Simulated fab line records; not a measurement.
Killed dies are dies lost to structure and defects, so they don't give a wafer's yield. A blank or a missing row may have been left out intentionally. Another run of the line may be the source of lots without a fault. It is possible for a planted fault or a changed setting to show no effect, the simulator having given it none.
Which tool is to blame? -- flow sky130 -- 12 lots, 36 wafers sampled, at 2 steps of a route of 708

WHAT EACH GAUGE READ, for each wafer
SKY_VIA4_THK_MEAS_01. Usual: VIA4_HDPCVD_THK typically reads 1743 nm, with standard deviation 17.
lot,measured,on,VIA4_HDPCVD_THK (nm),flag
L229,day 41 20:19,film metro-01,1723 1734 1743,
L230,day 42 00:32,film metro-03,1741 1735 1757,
L233,day 43 04:16,film metro-03,1748 1735 1751,
L237,day 44 08:11,film metro-03,1742 1752 1753,
L238,day 44 16:01,film metro-03,1739 1740 1729,
L239,day 44 17:35,film metro-03,1742 1758 1760,
L244,day 46 00:14,film metro-01,1732 1741 1762,
L248,day 48 00:04,film metro-04,1700 1710 1764,
L251,day 48 02:16,film metro-04,1753 1734 1754,
L249,day 48 03:22,film metro-01,1731 1695 1716,
L247,day 48 04:32,film metro-04,1720 1748 1740,
L250,day 48 09:04,film metro-01,1749 1738 1748,

TOOL THAT RAN EACH LOT (tool first, then ch and the chambers of the sampled wafers, then the start)
lot,SKY_CAPM_CVD_00
L229,"pecvd-03 ch 0,1,2, day 36 09:02"
L230,"pecvd-02 ch 0,2, day 36 12:59"
L233,"pecvd-02 ch 0,2, day 37 20:31"
L237,"pecvd-03 ch 1,2, day 39 04:37"
L238,"pecvd-03 ch 1,2, day 39 12:24"
L239,"pecvd-03 ch 1,2, day 39 13:42"
L244,"pecvd-02 ch 0,1,2, day 41 02:25"
L248,"pecvd-03 ch 0,1,2, day 43 11:39"
L251,"pecvd-02 ch 0,2, day 43 12:47"
L249,"pecvd-01 ch 0,1, day 43 13:37"
L247,"pecvd-03 ch 0,1, day 43 15:32"
L250,"pecvd-02 ch 0,2, day 43 19:25"
- SKY_CAPM_CVD_00: deposits SiO2, target thk 15.5 nm.

AS READ BY THE TOOLS THEMSELVES (means over the sampled wafers that have a number; for cases with no such wafer, the mark the record gives instead)
SKY_CAPM_CVD_00. Usual: heater power w reads 663 W (standard deviation 73).
lot,tool,heater power w (W),flag
L229,pecvd-03,619,
L230,pecvd-02,646,
L233,pecvd-02,682,
L237,pecvd-03,621,
L238,pecvd-03,607,
L239,pecvd-03,571,
L244,pecvd-02,733,
L248,pecvd-03,602,
L251,pecvd-02,654,
L249,pecvd-01,666,
L247,pecvd-03,583,
L250,pecvd-02,674,

THE ANSWER, worked out from the rows above alone
Rule: a lot counts as off when the mean over its wafers that have a number is more than 3 standard deviations away from the usual mean. A lot without any number at a reading at which 4 lots or more have one is off too. All remaining lots with rows at the step are treated as sound. The gauges are gone through in route order, then the tools' own readings, and for those a lot's mean is taken as printed above. The first step at which some lot is off is used, and at that step the reading that is off furthest; a lot without a number counts as furthest.
No lot is off on any of the readings shown, so nothing can be concluded from this.

WHAT HAD BEEN PUT IN BY THE SIMULATOR
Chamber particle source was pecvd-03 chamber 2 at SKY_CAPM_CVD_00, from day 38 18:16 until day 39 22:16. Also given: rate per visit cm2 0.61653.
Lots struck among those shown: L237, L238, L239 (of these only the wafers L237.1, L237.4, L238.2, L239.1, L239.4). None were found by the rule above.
